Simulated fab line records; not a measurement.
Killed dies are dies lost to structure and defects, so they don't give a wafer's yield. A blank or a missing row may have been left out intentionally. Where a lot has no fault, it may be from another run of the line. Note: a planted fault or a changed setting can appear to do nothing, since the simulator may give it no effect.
fab line records	flow sky130
record: lots: 24	wafers: 72	lastDay: 50
route steps=708 shown METAL1@451 VIA2@531 METAL3@536 METAL4@600 VIA4@642 PASSIVATION@682
lots with no fault: from the same line, run without faults
startH: hours from the record's opening day to when the first of the lot's shown wafers began	waitH: how many hours have passed since the lot's step before this one	" identical to the entry in the row above	L1.1+2: a row that stands for several wafers	- no value, or no start was given	* or withheld: withheld	< > ~ a bound
route shown NAME@n: names a module that has steps shown in the file, with the first one's number in the route	usual: mean and standard deviation over wafers with no fault	same: alike in all rows	chamber/n: place in a boat	sites: the reading at each site	_std_site: their standard deviation	_edge_site: outer sites' mean less inner sites'	radiusMm: how far each site lies from the wafer's centre	mask NAME#n: copy n	behind: the last tool/chamber to shape the wafer	hold: reason for holding the lot/hours on hold/outcome of the hold	device: names the non-switching transistor (n, p or np)	end of line: the route-end tests of the same wafers	step lacking rows: just its recipe	killed: dies lost to structure and defects at the first sort, not the wafer's yield	map: shows each die of a wafer: x if killed, . if not, _ if none is there
set.NAME: the setting as run; set.NAME@STEP: as run at that earlier step	model.NAME: the simulator's own value behind a step, which no gauge read
steps of the route over a sample of lots; a table a step, a row a wafer
services: a tool's chamber out of use, with start hour (startH, from the record's first day; less than 0 if before it), hours out, and reason
== steps ==
step: SKY_METAL1_DESCUM_17
recipe: chemistry: O2	sourcePowerW: 150	biasPowerW: 0	pressureMtorr: 10	tempC: 40	timeS: 8
usual: drypumpMotorCurrentA: 5.8/0.42	heBacksideLeakSccm: 3.44/0.28	oesProductAu: 0.994/0.0095	tempC: 40.00/0.12
lot.wafer	tool	chamber	startH	waitH	drypumpMotorCurrentA	heBacksideLeakSccm	oesProductAu	rfHoursCounterH	tempC
L074.1	rieMetal-04	0	764.32	0.0	5.0	3.64	0.997	4	39.91
L074.3	"	0	"	"	5.0	3.61	1.005	-	39.86
L074.5	"	1	"	"	6.5	3.18	1.004	-	39.99
L075.2	rieMetal-04	1	769.62	0.0	6.6	3.21	0.983	16	40.21
L075.3	"	0	"	"	5.0	3.60	0.994	-	39.97
L075.6	"	1	"	"	6.5	3.33	0.997	-	40.06
L077.1	rieMetal-04	0	785.41	0.0	5.0	3.61	1.003	6	40.06
L077.2	"	0	"	"	5.0	3.85	0.999	-	39.97
L077.5	"	0	"	"	5.0	3.51	1.011	-	39.84
L076.1	rieMetal-03	1	785.76	0.0	6.0	3.22	1.004	10	39.92
L076.2	"	0	"	"	5.9	3.37	0.996	3	39.95
L076.6	"	0	"	"	5.8	3.48	0.983	-	40.05
L078.1	rieMetal-03	0	804.03	0.0	5.8	3.51	0.989	4	40.00
L078.2	"	1	"	"	6.0	3.25	1.007	10	39.99
L078.3	"	1	"	"	6.0	3.39	0.997	-	39.73
L079.1	rieMetal-03	1	822.23	0.0	6.0	3.22	0.997	11	39.92
L079.2	"	0	"	"	5.9	3.40	0.985	5	39.93
L079.6	"	1	"	"	6.0	5.36	0.995	-	40.01
L080.3	rieMetal-01	1	824.68	0.0	6.0	3.41	0.987	-	39.74
L080.4	"	0	"	"	5.7	3.68	0.993	-	40.06
L080.5	"	0	"	"	5.7	3.65	0.987	-	39.96
L081.3	rieMetal-03	1	825.03	0.0	6.0	3.30	0.996	-	40.19
L081.4	"	0	"	"	5.8	3.59	0.989	-	40.08
L081.6	"	0	"	"	5.8	3.44	0.990	-	39.94
L082.1	rieMetal-03	1	834.76	0.0	6.0	3.30	0.994	12	39.96
L082.2	"	0	"	"	5.8	3.60	0.986	5	40.02
L082.3	"	0	"	"	5.8	3.53	0.985	-	39.80
L083.1	rieMetal-01	0	847.43	0.0	5.8	3.34	0.995	6	40.04
L083.3	"	0	"	"	5.7	3.55	0.988	-	40.02
L083.6	"	0	"	"	5.7	3.49	0.991	-	39.96
L084.2	rieMetal-03	1	849.91	0.0	6.0	3.29	1.002	12	39.78
L084.5	"	1	"	"	6.0	3.43	1.005	-	39.96
L084.6	"	0	"	"	5.9	3.20	0.986	-	39.99
L085.1	rieMetal-03	0	857.33	0.0	5.9	3.50	0.971	6	40.03
L085.5	"	0	"	"	5.9	3.52	0.980	-	40.01
L085.6	"	1	"	"	6.0	3.24	0.987	-	39.85
L087.1	rieMetal-01	0	875.66	0.0	5.7	3.42	0.980	7	39.94
L087.3	"	1	"	"	6.0	3.41	1.004	-	40.13
L087.4	"	0	"	"	5.7	3.62	0.979	-	39.89
L086.2	rieMetal-03	1	878.08	0.0	6.0	3.29	0.985	13	40.15
L086.4	"	1	"	"	6.0	3.33	1.004	-	40.00
L086.5	"	0	"	"	5.9	3.34	0.984	-	40.01
L088.2	rieMetal-03	1	882.42	0.0	6.0	3.14	0.998	14	40.01
L088.3	"	0	"	"	5.8	3.48	0.984	-	39.97
L088.6	"	0	"	"	5.8	3.19	0.991	-	40.06
L090.2	rieMetal-01	0	901.91	0.0	5.7	3.76	0.979	8	39.88
L090.3	"	1	"	"	6.0	3.43	1.014	-	39.94
L090.4	"	0	"	"	5.7	3.66	0.987	-	39.86
L089.1	rieMetal-04	0	902.56	0.0	4.9	3.59	1.013	10	40.16
L089.2	"	1	"	"	6.6	3.06	0.981	4	39.82
L089.5	"	1	"	"	6.5	2.95	0.983	-	39.99
L091.1	rieMetal-03	1	904.03	0.0	6.0	3.42	0.985	14	40.10
L091.2	"	0	"	"	5.8	3.46	0.983	8	40.13
L091.5	"	0	"	"	5.9	3.47	0.978	-	40.18
L093.3	rieMetal-03	1	907.43	0.0	6.0	3.25	0.995	-	39.98
L093.5	"	1	"	"	6.0	3.17	0.984	-	39.97
L093.6	"	0	"	"	5.8	3.41	0.988	-	39.97
L092.1	rieMetal-01	0	908.79	0.0	5.7	3.62	0.984	9	39.88
L092.4	"	1	"	"	6.0	3.37	1.006	-	40.01
L092.5	"	1	"	"	6.0	3.36	1.001	-	39.94
L094.1	rieMetal-04	0	911.63	0.0	5.0	3.67	1.007	11	40.09
L094.3	"	0	"	"	5.0	3.81	1.001	-	39.84
L094.4	"	1	"	"	6.5	3.18	0.987	-	40.06
L096.3	rieMetal-01	1	929.04	0.0	6.0	3.40	0.997	-	40.02
L096.4	"	0	"	"	5.7	3.50	0.973	-	40.18
L096.5	"	1	"	"	6.0	3.54	0.995	-	40.29
L095.2	rieMetal-03	1	929.56	0.0	6.0	3.56	0.989	16	40.20
L095.3	"	0	"	"	5.8	3.37	0.985	-	40.11
L095.4	"	1	"	"	6.0	3.37	0.995	-	40.01
L097.1	rieMetal-04	1	934.44	0.0	6.5	2.87	0.996	6	40.06
L097.2	"	0	"	"	5.0	3.47	1.013	12	39.77
L097.5	"	1	"	"	6.5	3.25	1.002	-	40.08
step: SKY_VIA2_CMP_24
recipe: stopOn: SiO2	tOverpolishS: 20	downForcePsi: 3.5	platenRpm: 60	targetThkNm: 0	padVelocityMS: 0.94248
usual: motorCurrentA: 11.3/0.91	overpolishRunS: 20.000/0.009	slurryFlowMlMin: 150.0/0.46	timeToEndpointS: 100/4.2
lot.wafer	tool	chamber	startH	waitH	motorCurrentA	overpolishRunS	slurryFlowMlMin	timeToEndpointS
L074.3	cmp-01	1	852.00	0.2	10.4	20.008	150.6	98
L074.1	"	2	"	"	11.1	19.994	149.7	99
L074.5	"	2	"	"	11.5	20.000	149.7	100
L075.3	cmp-02	1	853.83	0.1	11.6	20.009	150.3	101
L075.2	"	2	"	"	11.0	19.997	149.8	102
L075.6	"	1	"	"	11.6	20.003	149.6	100
L077.1	cmp-02	3	876.42	0.1	12.3	19.974	150.0	106
L077.2	"	2	"	"	9.8	20.009	149.4	107
L077.5	"	3	"	"	11.9	20.005	150.7	108
L076.1	cmp-02	2	876.82	0.2	10.4	20.001	151.2	105
L076.2	"	3	"	"	11.7	20.012	149.9	106
L076.6	"	1	"	"	12.0	19.994	149.9	103
L078.1	cmp-02	2	885.37	0.1	10.5	20.006	150.2	101
L078.2	"	3	"	"	12.5	19.976	150.0	103
L078.3	"	0	"	"	12.4	19.993	149.6	100
L079.1	cmp-01	3	907.02	0.1	12.2	20.010	149.8	93
L079.2	"	1	"	"	10.5	19.999	150.1	92
L079.6	"	3	"	"	11.9	19.994	149.7	89
L080.4	cmp-02	3	907.35	0.2	12.0	20.015	150.3	104
L080.3	"	1	"	"	12.2	20.005	150.6	97
L080.5	"	2	"	"	11.2	19.996	149.7	103
L081.4	cmp-01	1	908.02	0.1	10.4	20.002	149.7	92
L081.3	"	2	"	"	11.7	19.978	149.9	91
L081.6	"	0	"	"	10.0	20.003	150.2	92
L082.1	cmp-01	3	916.13	2.5	12.5	19.995	149.7	95
L082.2	"	1	"	"	10.3	19.994	150.4	94
L082.3	"	2	"	"	11.1	19.993	150.9	95
L083.1	cmp-02	3	929.63	0.1	12.4	20.007	149.9	105
L083.3	"	0	"	"	12.2	19.984	150.5	100
L083.6	"	3	"	"	12.7	20.005	149.6	107
L084.2	cmp-01	2	931.97	0.2	11.7	19.989	150.0	95
L084.6	"	3	"	"	12.6	20.007	150.1	100
L084.5	"	0	"	"	9.7	20.009	149.8	94
L085.1	cmp-01	1	941.14	0.3	11.1	20.002	149.7	101
L085.5	"	1	"	"	11.3	20.006	149.8	95
L085.6	"	2	"	"	11.4	19.999	150.4	97
L087.3	cmp-01	2	956.75	0.3	11.4	20.003	149.5	102
L087.4	"	0	"	"	9.3	20.008	149.6	100
L087.1	"	1	"	"	9.9	20.005	149.3	103
L086.2	cmp-02	3	958.61	0.1	11.8	19.997	150.5	103
L086.4	"	2	"	"	11.3	20.006	149.4	105
L086.5	"	3	"	"	11.9	20.012	150.3	103
L088.2	cmp-01	2	962.93	0.1	11.5	20.003	149.4	98
L088.3	"	3	"	"	12.0	20.003	149.3	102
L088.6	"	2	"	"	12.2	20.004	149.4	98
L090.4	cmp-01	2	979.94	0.0	11.2	20.001	150.7	100
L090.2	"	3	"	"	12.3	19.996	148.8	99
L090.3	"	1	"	"	11.1	19.998	150.2	101
L089.2	cmp-02	2	981.16	0.0	10.4	19.998	150.5	104
L089.1	"	1	"	"	12.0	20.003	150.1	105
L089.5	"	2	"	"	10.6	19.999	150.0	104
L091.2	cmp-01	2	982.53	0.1	11.4	19.992	150.2	101
L091.1	"	0	"	"	9.7	19.997	150.1	106
L091.5	"	2	"	"	11.2	20.020	149.8	106
L093.3	cmp-02	3	987.23	0.3	11.5	20.008	150.9	107
L093.5	"	0	"	"	12.4	20.009	150.2	101
L093.6	"	1	"	"	12.3	19.995	149.0	102
L092.4	cmp-02	0	987.54	0.1	12.3	19.988	149.1	101
L092.1	"	2	"	"	11.0	19.989	149.9	107
L092.5	"	0	"	"	12.4	20.001	149.8	99
L094.1	cmp-01	1	991.55	0.1	10.6	20.002	149.5	102
L094.4	"	3	"	"	12.7	19.983	150.0	105
L094.3	"	0	"	"	9.9	19.986	150.0	101
L096.4	cmp-01	3	1006.78	0.3	11.7	19.996	149.6	103
L096.3	"	0	"	"	10.0	19.998	150.3	99
L096.5	"	2	"	"	10.6	20.017	149.7	102
L095.3	cmp-01	3	1007.06	0.1	12.3	19.996	149.7	99
L095.2	"	0	"	"	9.2	19.972	149.5	97
L095.4	"	1	"	"	10.5	20.018	150.1	97
L097.1	cmp-02	1	1011.55	0.1	12.0	20.003	150.7	101
L097.2	"	3	"	"	12.1	20.005	149.9	103
L097.5	"	1	"	"	12.1	20.009	149.9	104
step: SKY_METAL3_SPUTTER_04
recipe: material: TiN	targetThkNm: 70	powerW: 6500	timeS: 58.3	chamberPressurePa: 0.4
usual: throttleValvePct: 29.6/1.2
lot.wafer	tool	chamber	startH	waitH	throttleValvePct
L074.1	pvdSputter-02	-	852.40	0.0	28.6
L074.3	"	-	"	"	27.8
L074.5	"	-	"	"	30.7
L075.2	pvdSputter-01	-	854.18	0.0	31.1
L075.3	"	-	"	"	31.1
L075.6	"	-	"	"	29.1
L077.1	pvdSputter-03	-	876.83	0.0	30.3
L077.2	"	-	"	"	29.8
L077.5	"	-	"	"	30.1
L076.1	pvdSputter-03	-	877.13	0.0	29.7
L076.2	"	-	"	"	27.9
L076.6	"	-	"	"	28.5
L078.1	pvdSputter-03	-	885.77	0.0	27.8
L078.2	"	-	"	"	30.1
L078.3	"	-	"	"	29.6
L079.1	pvdSputter-01	-	907.43	0.0	31.3
L079.2	"	-	"	"	29.2
L079.6	"	-	"	"	31.2
L080.3	pvdSputter-03	-	907.70	0.0	28.4
L080.4	"	-	"	"	29.6
L080.5	"	-	"	"	29.5
L081.3	pvdSputter-02	-	908.37	0.0	30.5
L081.4	"	-	"	"	28.1
L081.6	"	-	"	"	28.7
L082.1	pvdSputter-03	-	916.54	0.0	29.7
L082.2	"	-	"	"	28.6
L082.3	"	-	"	"	30.2
L083.1	pvdSputter-01	-	929.99	0.0	31.4
L083.3	"	-	"	"	29.4
L083.6	"	-	"	"	31.5
L084.2	pvdSputter-01	-	932.22	0.0	31.5
L084.5	"	-	"	"	29.0
L084.6	"	-	"	"	28.5
L085.1	pvdSputter-01	-	941.55	0.0	29.1
L085.5	"	-	"	"	29.4
L085.6	"	-	"	"	31.2
L087.1	pvdSputter-01	-	957.15	0.0	31.4
L087.3	"	-	"	"	28.4
L087.4	"	-	"	"	31.1
L086.2	pvdSputter-03	-	959.02	0.0	27.8
L086.4	"	-	"	"	29.9
L086.5	"	-	"	"	28.7
L088.2	pvdSputter-01	-	963.29	0.0	31.6
L088.3	"	-	"	"	28.9
L088.6	"	-	"	"	28.8
L090.2	pvdSputter-02	-	980.35	0.0	28.1
L090.3	"	-	"	"	30.4
L090.4	"	-	"	"	30.4
L089.1	pvdSputter-02	-	981.56	0.0	28.9
L089.2	"	-	"	"	30.5
L089.5	"	-	"	"	30.3
L091.1	pvdSputter-03	-	982.88	0.0	28.5
L091.2	"	-	"	"	28.0
L091.5	"	-	"	"	30.2
L093.3	pvdSputter-02	-	987.48	0.0	28.8
L093.5	"	-	"	"	27.9
L093.6	"	-	"	"	30.6
L092.1	pvdSputter-01	-	987.90	0.0	31.5
L092.4	"	-	"	"	28.7
L092.5	"	-	"	"	31.2
L094.1	pvdSputter-02	-	991.95	0.0	28.1
L094.3	"	-	"	"	28.8
L094.4	"	-	"	"	30.6
L096.3	pvdSputter-03	-	1007.09	0.0	28.4
L096.4	"	-	"	"	29.8
L096.5	"	-	"	"	29.4
L095.2	pvdSputter-01	-	1007.41	0.0	31.1
L095.3	"	-	"	"	28.7
L095.4	"	-	"	"	31.6
L097.1	pvdSputter-02	-	1011.95	0.0	28.6
L097.2	"	-	"	"	30.4
L097.5	"	-	"	"	30.4
step: SKY_METAL4_SPUTTER_02
recipe: material: AlCu	targetThkNm: 735	powerW: 10600	timeS: 39.1	chamberPressurePa: 0.4
usual: throttleValvePct: 29.7/1.2
lot.wafer	tool	chamber	startH	waitH	throttleValvePct
L074.1	pvdSputter-01	-	931.87	0.0	31.1
L074.3	"	-	"	"	29.1
L074.5	"	-	"	"	31.4
L075.2	pvdSputter-04	-	934.57	0.0	28.5
L075.3	"	-	"	"	31.3
L075.6	"	-	"	"	28.6
L077.1	pvdSputter-01	-	955.30	0.0	31.1
L077.2	"	-	"	"	28.7
L077.5	"	-	"	"	31.2
L076.1	pvdSputter-03	-	955.60	0.0	28.5
L076.2	"	-	"	"	30.2
L076.6	"	-	"	"	30.2
L078.1	pvdSputter-03	-	965.05	0.0	30.1
L078.2	"	-	"	"	28.0
L078.3	"	-	"	"	29.6
L079.1	pvdSputter-03	-	984.00	0.0	28.6
L079.2	"	-	"	"	29.6
L079.6	"	-	"	"	30.0
L080.3	pvdSputter-01	-	984.85	0.0	28.8
L080.4	"	-	"	"	31.3
L080.5	"	-	"	"	29.0
L081.3	pvdSputter-04	-	985.37	0.0	29.0
L081.4	"	-	"	"	31.6
L081.6	"	-	"	"	30.2
L082.1	pvdSputter-04	-	993.18	0.0	28.6
L082.2	"	-	"	"	31.4
L082.3	"	-	"	"	29.1
L083.1	pvdSputter-01	-	1004.59	0.0	31.4
L083.3	"	-	"	"	28.8
L083.6	"	-	"	"	28.7
L084.2	pvdSputter-01	-	1008.59	0.0	31.4
L084.5	"	-	"	"	31.5
L084.6	"	-	"	"	31.3
L085.1	pvdSputter-04	-	1016.76	0.0	29.2
L085.5	"	-	"	"	31.3
L085.6	"	-	"	"	28.4
L087.1	pvdSputter-03	-	1031.52	0.0	28.8
L087.3	"	-	"	"	29.8
L087.4	"	-	"	"	29.8
L086.2	pvdSputter-04	-	1033.45	0.0	30.3
L086.4	"	-	"	"	31.5
L086.5	"	-	"	"	31.4
L088.2	pvdSputter-01	-	1036.09	0.0	28.8
L088.3	"	-	"	"	31.4
L088.6	"	-	"	"	31.4
L090.2	pvdSputter-03	-	1053.52	0.0	28.7
L090.3	"	-	"	"	28.3
L090.4	"	-	"	"	29.8
L089.1	pvdSputter-03	-	1054.67	0.0	28.7
L089.2	"	-	"	"	27.9
L089.5	"	-	"	"	29.6
L091.1	pvdSputter-01	-	1055.22	0.0	31.5
L091.2	"	-	"	"	29.3
L091.5	"	-	"	"	31.3
L093.3	pvdSputter-04	-	1059.73	0.0	28.8
L093.5	"	-	"	"	31.5
L093.6	"	-	"	"	30.3
L092.1	pvdSputter-01	-	1060.33	0.0	28.7
L092.4	"	-	"	"	31.3
L092.5	"	-	"	"	31.0
L094.1	pvdSputter-01	-	1063.29	0.0	29.3
L094.3	"	-	"	"	31.3
L094.4	"	-	"	"	28.7
L096.3	pvdSputter-03	-	1077.49	0.0	30.2
L096.4	"	-	"	"	28.8
L096.5	"	-	"	"	29.5
L095.2	pvdSputter-04	-	1077.57	0.0	30.2
L095.3	"	-	"	"	29.0
L095.4	"	-	"	"	31.3
L097.1	pvdSputter-03	-	1081.84	0.0	30.1
L097.2	"	-	"	"	29.7
L097.5	"	-	"	"	28.6
step: SKY_VIA4_BOW_MEAS_03
recipe: mode: bow
usual: VIA4_BOW: 79/8.4
lot.wafer	tool	chamber	startH	waitH	VIA4_BOW[um]
L074.1	filmMetro-02	-	982.09	0.2	88
L074.3	"	-	"	"	86
L074.5	"	-	"	"	90
L075.2	filmMetro-04	-	985.76	0.3	84
L075.3	"	-	"	"	80
L075.6	"	-	"	"	86
L077.1	filmMetro-02	-	1004.30	0.2	65
L077.2	"	-	"	"	76
L077.5	"	-	"	"	79
L076.1	filmMetro-01	-	1005.23	0.2	83
L076.2	"	-	"	"	69
L076.6	"	-	"	"	70
L078.1	filmMetro-02	-	1013.53	0.1	89
L078.2	"	-	"	"	93
L078.3	"	-	"	"	92
L080.3	filmMetro-01	-	1033.01	0.3	64
L080.4	"	-	"	"	89
L080.5	"	-	"	"	93
L079.1	filmMetro-01	-	1033.55	0.2	76
L079.2	"	-	"	"	85
L079.6	"	-	"	"	81
L081.3	filmMetro-04	-	1033.89	0.2	84
L081.4	"	-	"	"	73
L081.6	"	-	"	"	73
L082.1	filmMetro-01	-	1040.12	0.1	73
L082.2	"	-	"	"	69
L082.3	"	-	"	"	79
L083.1	filmMetro-04	-	1051.70	0.1	77
L083.3	"	-	"	"	83
L083.6	"	-	"	"	76
L084.2	filmMetro-04	-	1055.85	0.3	73
L084.5	"	-	"	"	72
L084.6	"	-	"	"	75
L085.1	filmMetro-01	-	1062.99	0.1	82
L085.5	"	-	"	"	92
L085.6	"	-	"	"	90
L087.1	filmMetro-01	-	1076.47	0.1	64
L087.3	"	-	"	"	78
L087.4	"	-	"	"	70
L086.2	filmMetro-04	-	1079.52	0.1	75
L086.4	"	-	"	"	77
L086.5	"	-	"	"	68
L088.2	filmMetro-01	-	1081.31	0.3	78
L088.3	"	-	"	"	72
L088.6	"	-	"	"	82
L090.2	filmMetro-04	-	1098.54	0.2	62
L090.3	"	-	"	"	73
L090.4	"	-	"	"	78
L089.1	filmMetro-04	-	1099.63	0.2	80
L089.2	"	-	"	"	94
L089.5	"	-	"	"	84
L091.1	filmMetro-02	-	1100.33	0.1	76
L091.2	"	-	"	"	89
L091.5	"	-	"	"	85
L093.3	filmMetro-01	-	1104.70	0.3	101
L093.5	"	-	"	"	87
L093.6	"	-	"	"	79
L092.1	filmMetro-04	-	1105.29	0.1	71
L092.4	"	-	"	"	83
L092.5	"	-	"	"	77
L094.1	filmMetro-02	-	1107.33	0.1	97
L094.3	"	-	"	"	86
L094.4	"	-	"	"	90
L096.3	filmMetro-04	-	1120.51	0.2	84
L096.4	"	-	"	"	84
L096.5	"	-	"	"	78
L095.2	filmMetro-02	-	1121.36	0.3	74
L095.3	"	-	"	"	82
L095.4	"	-	"	"	83
L097.1	filmMetro-01	-	1124.77	0.2	70
L097.2	"	-	"	"	77
L097.5	"	-	"	"	73
step: SKY_PASSIVATION_THK_MEAS_01
recipe: reads: SiO2_of_PASSIVATION_CVD_00
usual: PASSIVATION_CVD_00_THK: 90.5/1.5
lot.wafer	tool	chamber	startH	waitH	PASSIVATION_CVD_00_THK[nm]
L074.1	filmMetro-03	-	1029.85	-	88.6
L074.3	"	-	"	"	88.9
L074.5	"	-	"	"	89.0
L075.2	filmMetro-01	-	1033.39	-	90.8
L075.3	"	-	"	"	90.1
L075.6	"	-	"	"	91.5
L077.1	filmMetro-01	-	1050.34	-	90.5
L077.2	"	-	"	"	89.1
L077.5	"	-	"	"	91.6
L076.1	filmMetro-02	-	1052.56	-	89.4
L076.2	"	-	"	"	89.5
L076.6	"	-	"	"	91.3
L078.1	filmMetro-03	-	1059.91	-	90.8
L078.2	"	-	"	"	90.1
L078.3	"	-	"	"	90.9
L080.3	filmMetro-01	-	1078.50	-	91.1
L080.4	"	-	"	"	88.6
L080.5	"	-	"	"	89.2
L079.1	filmMetro-03	-	1078.80	-	89.6
L079.2	"	-	"	"	90.1
L079.6	"	-	"	"	92.1
L081.3	filmMetro-03	-	1079.76	-	90.4
L081.4	"	-	"	"	92.4
L081.6	"	-	"	"	93.0
L082.1	filmMetro-02	-	1085.63	-	86.2
L082.2	"	-	"	"	86.2
L082.3	"	-	"	"	89.9
L083.1	filmMetro-02	-	1095.99	-	88.7
L083.3	"	-	"	"	89.6
L083.6	"	-	"	"	90.1
L084.2	filmMetro-02	-	1100.51	-	89.8
L084.5	"	-	"	"	91.0
L084.6	"	-	"	"	92.8
L085.1	filmMetro-03	-	1106.84	-	87.7
L085.5	"	-	"	"	89.4
L085.6	"	-	"	"	88.6
L087.1	filmMetro-03	-	1119.61	-	89.0
L087.3	"	-	"	"	91.8
L087.4	"	-	"	"	91.0
L086.2	filmMetro-02	-	1122.96	-	90.0
L086.4	"	-	"	"	90.6
L086.5	"	-	"	"	89.1
L088.2	filmMetro-01	-	1124.35	-	88.1
L088.3	"	-	"	"	90.9
L088.6	"	-	"	"	92.0
L090.2	filmMetro-03	-	1140.02	-	90.3
L090.3	"	-	"	"	91.5
L090.4	"	-	"	"	88.4
L089.1	filmMetro-01	-	1140.69	-	87.8
L089.2	"	-	"	"	90.3
L089.5	"	-	"	"	90.0
L091.1	filmMetro-03	-	1141.87	-	91.4
L091.2	"	-	"	"	89.6
L091.5	"	-	"	"	91.7
L093.3	filmMetro-01	-	1146.28	-	89.8
L093.5	"	-	"	"	92.4
L093.6	"	-	"	"	93.1
L092.1	filmMetro-01	-	1147.38	-	90.5
L092.4	"	-	"	"	92.7
L092.5	"	-	"	"	92.2
L094.1	filmMetro-01	-	1148.55	-	91.2
L094.3	"	-	"	"	90.0
L094.4	"	-	"	"	91.6
L096.3	filmMetro-02	-	1160.07	-	91.0
L096.4	"	-	"	"	93.8
L096.5	"	-	"	"	91.3
L095.2	filmMetro-02	-	1161.34	-	88.9
L095.3	"	-	"	"	88.5
L095.4	"	-	"	"	90.3
L097.1	filmMetro-02	-	1164.51	-	91.4
L097.2	"	-	"	"	90.7
L097.5	"	-	"	"	91.0
== services ==
tool	chamber	startH	hours	kind
cmp-01	-	744.14	4.0	pm
cmp-02	-	763.45	4.6	pm
pvdSputter-01	-	772.95	3.6	repair
cmp-02	-	798.26	6.1	repair
cmp-02	-	801.93	0.5	repair
pvdSputter-01	-	807.42	6.8	repair
cmp-01	-	819.60	4.5	pm
cmp-01	-	840.28	1.9	repair
cmp-02	-	857.17	2.1	repair
pvdSputter-01	-	878.72	3.2	repair
pvdSputter-03	-	892.38	5.4	repair
cmp-02	-	912.00	4.0	pm
pvdSputter-01	-	916.74	4.8	repair
pvdSputter-03	-	928.37	8.4	repair
cmp-02	-	934.04	22.8	pm
cmp-01	-	959.63	1.4	repair
cmp-01	-	963.62	5.5	pm
rieMetal-03	0	987.79	3.1	repair
cmp-02	-	1028.33	2.2	repair
cmp-01	-	1049.66	1.7	repair
cmp-02	-	1058.57	3.3	repair
pvdSputter-01	-	1066.42	2.5	repair
cmp-02	-	1074.14	2.7	repair
cmp-01	-	1081.79	4.0	pm
== key ==
fault none
